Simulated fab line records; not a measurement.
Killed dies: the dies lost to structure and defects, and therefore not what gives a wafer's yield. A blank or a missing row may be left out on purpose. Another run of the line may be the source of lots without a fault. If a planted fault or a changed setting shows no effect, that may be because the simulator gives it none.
Struck lot and sound lot, side by side + flow sky130 + 14 steps out of a route of 708
Sound: these wafers, L679.3, L679.5, L679.6. Wafers L675.1, L675.4, L675.6 were the ones struck. Last of all comes the cause.
At each step with rows: each side's tool, then ch and its chambers, then its first start. Under that, the readings that differ: sound wafers + struck wafers + difference of the means + sigmas: that difference in standard deviations of wafers without a fault.
alike: same words and numbers on both sides, and readings whose means sit less than 2 such deviations apart. not compared: any withheld reading, any reading some wafer has no value for, any bound like >300 that may hide the same value, and any number with overlapping values for which the record gives no deviation.
A row with sigmas, a row that says differs or no value, or rows on one side alone: a step with any of these is where the two part. Numbers that have no deviation but don't overlap get no sigmas and don't part them. A reading missing from all wafers of one side parts the sides only when that side holds two or more wafers.

first, 2 steps without rows for these wafers: SKY_POLY_CUT_PEB_06; SKY_POLY_CUT_DEVELOP_07 (develop time 60 s).
SKY_POLY_CUT_CD_MEAS_08: the cd target is 270 nm.
  struck on cd_sem-02, day 27 08:52; sound on cd_sem-02, day 28 18:58
  alike: cd_nm
SKY_POLY_CUT_OVL_MEAS_09:
  struck on overlay-02, day 27 08:59; sound on overlay-01, day 28 19:03
  alike: POLY_CUT_OVL
SKY_POLY_CUT_ETCH_10: etches BARC in N2/H2, stops on SiO2, time 45.9 s, target depth 60 nm.
  sound on rie_diel-04 ch 1,2,3, day 28 19:04; struck on rie_diel-01 ch 1,2,3, day 27 09:01
  alike: drypump_motor_current_A, oes_product_au, throttle_valve_pct
  not compared: rf_hours_counter_h
SKY_POLY_CUT_ETCH_11: etches Si3N4 in CF4/CH2F2/Ar, stops on poly-Si, time 42.5 s, target depth 60 nm.
  sound on rie_diel-04 ch 1,2,3, day 28 19:07; struck on rie_diel-01 ch 1,2,3, day 27 09:04
  alike: drypump_motor_current_A, oes_product_au, throttle_valve_pct
  not compared: rf_hours_counter_h
SKY_POLY_CUT_STRIP_12: strips in O2/N2.
  sound on plasma_asher-02 ch 0,1, day 28 19:11; struck on plasma_asher-01 ch 1, day 27 09:07
| reading                      | sound             | struck            | difference | sigmas |
|------------------------------|-------------------|-------------------|------------|--------|
| strip_time_to_endpoint_s (s) | 5.374 5.360 5.366 | 5.324 5.335 5.336 | -0.035     | -2     |
  alike: drypump_motor_current_A, oes_product_au
  not compared: rf_hours_counter_h
then, 5 steps without rows for these wafers: SKY_SD_P_DEHYDRATE_00 (time 60 s); SKY_SD_P_HMDS_01 (prime time 60 s); SKY_SD_P_COAT_02 (resist thk 1140 nm); SKY_SD_P_SOFTBAKE_03 (time 60 s); SKY_SD_P_EXPOSE_04 (exposes mask PSDM, target cd 380 nm).
SKY_SD_P_PEB_05:
  sound on litho_track-01 ch 0, day 29 22:22; struck on litho_track-04, day 28 12:59
| reading         | sound          | struck | difference                    | sigmas |
|-----------------|----------------|--------|-------------------------------|--------|
| exhaust_pa (Pa) | 44.7 46.0 44.6 | - - -  | no value on the struck wafers |        |
  not compared: chill_plate_temp_C
then, 1 step without rows for these wafers: SKY_SD_P_DEVELOP_06 (develop time 60 s).

WHERE THEY PART
At SKY_POLY_CUT_STRIP_12 first; at SKY_SD_P_PEB_05 last (within this record only).

WHY: whatever the simulator had introduced
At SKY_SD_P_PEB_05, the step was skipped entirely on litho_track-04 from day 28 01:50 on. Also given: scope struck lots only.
